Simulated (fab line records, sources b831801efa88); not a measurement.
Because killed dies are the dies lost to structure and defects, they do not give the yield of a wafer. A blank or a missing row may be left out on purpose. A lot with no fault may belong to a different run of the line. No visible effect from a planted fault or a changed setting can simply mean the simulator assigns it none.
What tool caused it? ; flow gf180mcu ; 13 lots, 39 wafers sampled, at 4 steps of a route of 602

WHAT THE GAUGES SHOWED, per wafer
GF_M5_CD_MEAS_07: target cd 280 nm. Usual: cdNm at 279.8 nm, with a standard deviation of 1.4.
lot;measured;on;cdNm (nm);flag
L882;day 26 11:27;cdSem-01;279.4 280.2 279.7;
L881;day 26 14:31;cdSem-01;278.7 280.0 279.7;
L883;day 26 21:55;cdSem-01;279.8 279.9 280.0;
L884;day 27 11:44;cdSem-01;277.3 278.3 278.0;
L885;day 27 17:13;cdSem-01;281.3 281.7 281.8;
L886;day 27 20:07;cdSem-01;280.0 279.8 281.1;
L893;day 29 17:25;cdSem-02;277.2 277.3 277.3;
L897;day 31 05:11;cdSem-01;280.2 278.9 279.3;
L898;day 31 08:16;cdSem-02;279.5 279.4 281.2;
L899;day 31 12:50;cdSem-02;278.8 278.5 279.0;
L901;day 32 02:04;cdSem-01;278.6 277.9 277.8;
L903;day 32 11:49;cdSem-01;278.5 278.6 278.1;
L904;day 32 22:11;cdSem-02;278.8 279.9 278.2;

GF_V5_OVL_MEAS_15. Usual: V5_OVL 3 nm, standard deviation 5.
lot;measured;on;V5_OVL (nm);flag
L882;day 27 09:23;overlay-01;4 4 3;
L881;day 27 12:34;overlay-01;2 5 -3;
L883;day 27 20:30;overlay-02;4 2 6;
L884;day 28 08:42;overlay-01;3 4 2;
L885;day 28 14:04;overlay-01;-7 -7 -5;
L886;day 28 21:47;overlay-02;2 9 11;
L893;day 30 13:49;overlay-01;-4 -10 3;
L897;day 31 23:48;overlay-02;-3 -4 -7;
L898;day 32 02:49;overlay-02;3 4 3;
L899;day 32 07:04;overlay-01;-1 3 3;
L901;day 32 20:01;overlay-02;7 1 0;
L903;day 33 05:43;overlay-02;0 -3 -2;
L904;day 33 15:32;overlay-01;9 12 11;

GF_PASSIVATION_BOW_MEAS_14. Usual: PASSIVATION_BOW 139 um, standard deviation 11.
lot;measured;on;PASSIVATION_BOW (um);flag
L882;day 29 04:46;filmMetro-01;143 133 141;
L881;day 29 06:52;filmMetro-04;131 141 141;
L883;day 29 18:02;filmMetro-02;152 150 148;
L884;day 30 01:02;filmMetro-01;152 141 151;
L885;day 30 07:07;filmMetro-04;133 133 126;
L886;day 30 14:44;filmMetro-04;161 151 144;
L893;day 32 05:17;filmMetro-01;162 159 168;
L897;day 33 12:07;filmMetro-02;136 128 129;
L898;day 33 15:02;filmMetro-04;139 137 152;
L899;day 33 20:06;filmMetro-01;131 140 139;
L901;day 34 07:19;filmMetro-04;133 121 133;
L903;day 34 15:43;filmMetro-02;127 141 122;
L904;day 35 00:37;filmMetro-01;119 117 117;

EACH LOT AND THE TOOL THAT RAN IT (in order: tool; ch and the chambers of the sampled wafers; start)
lot;GF_V4_CVD_02
L882;pecvd-01 ch 0,1,2, day 23 16:29
L881;pecvd-02 ch 0,1, day 23 18:56
L883;pecvd-04 ch 0,2, day 24 03:43
L884;pecvd-04 ch 0,1,2, day 24 18:49
L885;pecvd-02 ch 0,2, day 25 01:12
L886;pecvd-01 ch 0,1,2, day 25 02:40
L893;pecvd-02 ch 0,1, day 27 06:36
L897;pecvd-01 ch 0,1,2, day 28 22:13
L898;pecvd-04 ch 0,1, day 28 23:50
L899;pecvd-04 ch 0,1,2, day 29 03:27
L901;pecvd-04 ch 0,1,2, day 29 19:16
L903;pecvd-04 ch 1,2, day 30 05:34
L904;pecvd-01 ch 0,1,2, day 30 16:10
- GF_V4_CVD_02: deposits SiO2 from TEOS, target thk 850 nm, time 94.851 s.

AS READ BY THE TOOLS THEMSELVES (means over the sampled wafers that have a number; for cases with no such wafer, the mark the record gives instead)
GF_V4_CVD_02. Usual: heaterPowerW 590 W, standard deviation 81; rfFwdPowerW 620.4 W, standard deviation 2.2.
lot;tool;heaterPowerW (W);rfFwdPowerW (W);flag
L882;pecvd-01;613;620.4;
L881;pecvd-02;577;619.7;
L883;pecvd-04;605;620.4;
L884;pecvd-04;595;620.3;
L885;pecvd-02;554;623.9;
L886;pecvd-01;658;621.2;
L893;pecvd-02;583;620.1;
L897;pecvd-01;703;620.9;
L898;pecvd-04;537;620.8;
L899;pecvd-04;559;620.7;
L901;pecvd-04;588;619.6;
L903;pecvd-04;591;620.9;
L904;pecvd-01;660;618.6;

THE ANSWER, worked out from the rows above alone
Rule: a lot is off if the mean of its wafers that have a number lies more than 3 standard deviations from the usual mean. Also off: a lot with no number at a reading for which 4 or more lots have one. The other lots that the step has rows for count as sound. After the gauges, taken in route order, come the tools' own readings; for these a lot's mean is taken, as printed above. At the first step where some lot is off, the reading lying furthest off is the one used; lots without a number count as furthest.
Nothing can be told from this: no lot is off at any reading shown.

WHAT THE SIMULATOR PUT IN
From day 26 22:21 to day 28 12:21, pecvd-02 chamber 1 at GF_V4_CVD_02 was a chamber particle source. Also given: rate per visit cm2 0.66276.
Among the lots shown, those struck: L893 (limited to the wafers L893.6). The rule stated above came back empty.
